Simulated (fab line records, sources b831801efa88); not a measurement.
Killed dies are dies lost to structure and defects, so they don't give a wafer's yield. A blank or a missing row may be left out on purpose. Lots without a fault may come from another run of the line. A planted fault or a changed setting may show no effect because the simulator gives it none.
Which tool did it? | flow gf180mcu | 12 lots, 34 wafers sampled, at 5 steps of a route of 602

WHAT THE GAUGES READ, wafer by wafer
The record holds no reading of a measuring or inspecting step that can be judged against a usual standard deviation.

WHICH TOOL RAN EACH LOT (tool, then ch and the chambers of the sampled wafers, then the start)
lot  | GF_CONTACT_CVD_02               | GF_CONTACT_ETCH_17                            | GF_M4_COAT_09                     | GF_M4_STRIP_17                       | GF_TOP_METAL_SPUTTER_03
L214 | pecvd-02 ch 0,1,2, day 15 04:38 | rie_diel-03 ch 2,3, day 22 22:55 or earlier   | litho_track-04 ch 0, day 22 22:55 | plasma_asher-02 ch 0,1, day 23 10:49 | pvd_sputter-03, day 27 07:04
L215 | pecvd-03 ch 0,1,2, day 15 12:17 | rie_diel-01 ch 1,2,3, day 23 07:08 or earlier | litho_track-04 ch 0, day 23 07:08 | plasma_asher-03 ch 0,1, day 23 18:56 | pvd_sputter-01, day 27 14:07
L217 | pecvd-04 ch 1,2, day 16 03:23   | rie_diel-02 ch 0,2, day 23 20:21 or earlier   | litho_track-01 ch 0, day 23 20:21 | plasma_asher-01 ch 0,1, day 24 08:09 | pvd_sputter-04, day 28 01:51
L225 | pecvd-04 ch 0,1,2, day 19 11:04 | rie_diel-03 ch 0,1,3, day 27 01:08 or earlier | litho_track-04 ch 0, day 27 01:08 | plasma_asher-03 ch 0,1, day 27 12:04 | pvd_sputter-04, day 30 23:04
L226 | pecvd-03 ch 0,1, day 19 17:16   | rie_diel-02 ch 0,1, day 27 05:05 or earlier   | litho_track-04 ch 0, day 27 05:05 | plasma_asher-03 ch 0,1, day 27 15:05 | pvd_sputter-04, day 31 01:46
L227 | pecvd-02 ch 0,2, day 19 21:11   | rie_diel-02 ch 0,1, day 27 06:02 or earlier   | litho_track-04 ch 0, day 27 06:02 | plasma_asher-01 ch 0,1, day 27 16:20 | pvd_sputter-01, day 31 02:04
L229 | pecvd-03 ch 0,2, day 20 16:11   | rie_diel-03 ch 0,1, day 27 23:52 or earlier   | litho_track-01 ch 0, day 27 23:52 | plasma_asher-02 ch 0,1, day 28 09:50 | pvd_sputter-04, day 31 18:22
L230 | pecvd-02 ch 0,1, day 20 19:50   | rie_diel-03 ch 0,2,3, day 28 09:51 or earlier | litho_track-03 ch 0, day 28 09:51 | plasma_asher-02 ch 0,1, day 28 19:12 | pvd_sputter-01, day 32 03:03
L231 | pecvd-03 ch 0,2, day 21 11:32   | rie_diel-02 ch 1,2,3, day 28 15:00 or earlier | litho_track-03 ch 0, day 28 15:00 | plasma_asher-02 ch 0,1, day 29 01:14 | pvd_sputter-03, day 32 07:18
L233 | pecvd-04 ch 0,1, day 22 00:03   | rie_diel-02 ch 0,1,2, day 29 02:03 or earlier | litho_track-03 ch 0, day 29 02:03 | plasma_asher-02 ch 0,1, day 29 11:49 | pvd_sputter-01, day 32 16:32
L236 | pecvd-04 ch 0,1, day 22 20:31   | rie_diel-01 ch 0,3, day 29 19:57 or earlier   | litho_track-03 ch 0, day 29 19:57 | plasma_asher-02 ch 0,1, day 30 05:37 | pvd_sputter-01, day 33 08:23
L237 | pecvd-03 ch 1, day 23 06:57     | rie_diel-01 ch 0,3, day 30 04:04 or earlier   | litho_track-04 ch 0, day 30 04:04 | plasma_asher-01 ch 0,1, day 30 13:31 | pvd_sputter-03, day 33 13:25
- GF_CONTACT_CVD_02: deposits SiO2 from TEOS, target thk 860 nm, time 95.992 s.
- GF_CONTACT_ETCH_17: etches SiO2 in C4F8/O2/Ar, stops on CoSi2, target depth 860 nm.
- GF_M4_COAT_09: resist thk 1000 nm.
- GF_M4_STRIP_17: strips in O2/N2.
- GF_TOP_METAL_SPUTTER_03: material Ti, target thk 5 nm, time 3.3 s.

WHAT THE TOOLS THEMSELVES READ (means of the sampled wafers that have a number; where no wafer has one, the mark that the record gives instead)
GF_CONTACT_CVD_02.
lot  | tool     | heater_power_w (W)
L214 | pecvd-02 | 570
L215 | pecvd-03 | 631
L217 | pecvd-04 | 703
L225 | pecvd-04 | 668
L226 | pecvd-03 | 668
L227 | pecvd-02 | 533
L229 | pecvd-03 | 566
L230 | pecvd-02 | 550
L231 | pecvd-03 | 540
L233 | pecvd-04 | 619
L236 | pecvd-04 | 594
L237 | pecvd-03 | 691

GF_CONTACT_ETCH_17.
lot  | tool        | chamber_pressure_mTorr (mTorr) | oes_product_au (a.u.)
L214 | rie_diel-03 | 40.00                          | 0.809
L215 | rie_diel-01 | 39.97                          | 0.810
L217 | rie_diel-02 | 40.00                          | 0.807
L225 | rie_diel-03 | 40.03                          | 0.812
L226 | rie_diel-02 | 40.00                          | 0.816
L227 | rie_diel-02 | 40.05                          | 0.810
L229 | rie_diel-03 | 40.00                          | 0.815
L230 | rie_diel-03 | 39.99                          | 0.818
L231 | rie_diel-02 | 39.97                          | 0.814
L233 | rie_diel-02 | 40.01                          | 0.814
L236 | rie_diel-01 | 40.02                          | 0.811
L237 | rie_diel-01 | 40.04                          | 0.810

GF_M4_COAT_09.
lot  | tool           | exhaust_pa (Pa)
L214 | litho_track-04 | 45.4
L215 | litho_track-04 | 43.7
L217 | litho_track-01 | 45.7
L225 | litho_track-04 | 45.0
L226 | litho_track-04 | 44.7
L227 | litho_track-04 | 46.4
L229 | litho_track-01 | 45.5
L230 | litho_track-03 | 46.1
L231 | litho_track-03 | 45.0
L233 | litho_track-03 | 45.4
L236 | litho_track-03 | 46.3
L237 | litho_track-04 | 44.8

GF_M4_STRIP_17.
lot  | tool            | chamber_pressure_mTorr (mTorr) | drypump_motor_current_A (A) | heater_power_w (W) | oes_product_au (a.u.) | strip_time_to_endpoint_s (s)
L214 | plasma_asher-02 | 1500.1                         | 5.61                        | 340                | 0.543                 | 7.43
L215 | plasma_asher-03 | 1500.7                         | 5.95                        | 313                | 0.537                 | 7.43
L217 | plasma_asher-01 | 1499.9                         | 5.95                        | 299                | 0.542                 | 7.46
L225 | plasma_asher-03 | 1499.0                         | 5.87                        | 316                | 0.544                 | 7.53
L226 | plasma_asher-03 | 1500.6                         | 5.90                        | 314                | 0.552                 | 7.69
L227 | plasma_asher-01 | 1498.8                         | 5.91                        | 309                | 0.542                 | 7.57
L229 | plasma_asher-02 | 1500.1                         | 5.62                        | 342                | 0.532                 | 7.32
L230 | plasma_asher-02 | 1500.6                         | 5.65                        | 336                | 0.543                 | 7.50
L231 | plasma_asher-02 | 1499.6                         | 5.61                        | 343                | 0.542                 | 7.40
L233 | plasma_asher-02 | 1501.0                         | 5.62                        | 338                | 0.541                 | 7.44
L236 | plasma_asher-02 | 1499.8                         | 5.63                        | 340                | 0.542                 | 7.45
L237 | plasma_asher-01 | 1500.1                         | 5.88                        | 317                | 0.540                 | 7.48

GF_TOP_METAL_SPUTTER_03.
lot  | tool           | throttle_valve_pct (%)
L214 | pvd_sputter-03 | 30.2
L215 | pvd_sputter-01 | 29.3
L217 | pvd_sputter-04 | 30.4
L225 | pvd_sputter-04 | 30.6
L226 | pvd_sputter-04 | 31.1
L227 | pvd_sputter-01 | 29.8
L229 | pvd_sputter-04 | 30.7
L230 | pvd_sputter-01 | 29.2
L231 | pvd_sputter-03 | 30.2
L233 | pvd_sputter-01 | 29.5
L236 | pvd_sputter-01 | 28.3
L237 | pvd_sputter-03 | 29.9

THE ANSWER, worked out from the rows above alone
Rule: what is usual is taken from the lots themselves. Put in order of their means at a reading, lots are off if they are a third of the lots or fewer, leave a main group of 4 or more, and stand apart from it by a gap of 3 or more times the standard deviation of the main group's means; of several such gaps the widest counts. A main group whose means are all the same, to the digits that the tables above print for the reading, isn't used. A lot without any number at a reading at which 4 lots or more have one is off too. The other lots that the step has rows for count as sound. The gauges are gone through in route order, then the tools' own readings, and for those a lot's mean is taken as printed above. The first step at which some lot is off is used, and at that step the reading that is off furthest; a lot without a number counts as furthest.
No lot is off at any reading shown: from this, nothing can be told.

WHAT THE SIMULATOR HAD PUT IN
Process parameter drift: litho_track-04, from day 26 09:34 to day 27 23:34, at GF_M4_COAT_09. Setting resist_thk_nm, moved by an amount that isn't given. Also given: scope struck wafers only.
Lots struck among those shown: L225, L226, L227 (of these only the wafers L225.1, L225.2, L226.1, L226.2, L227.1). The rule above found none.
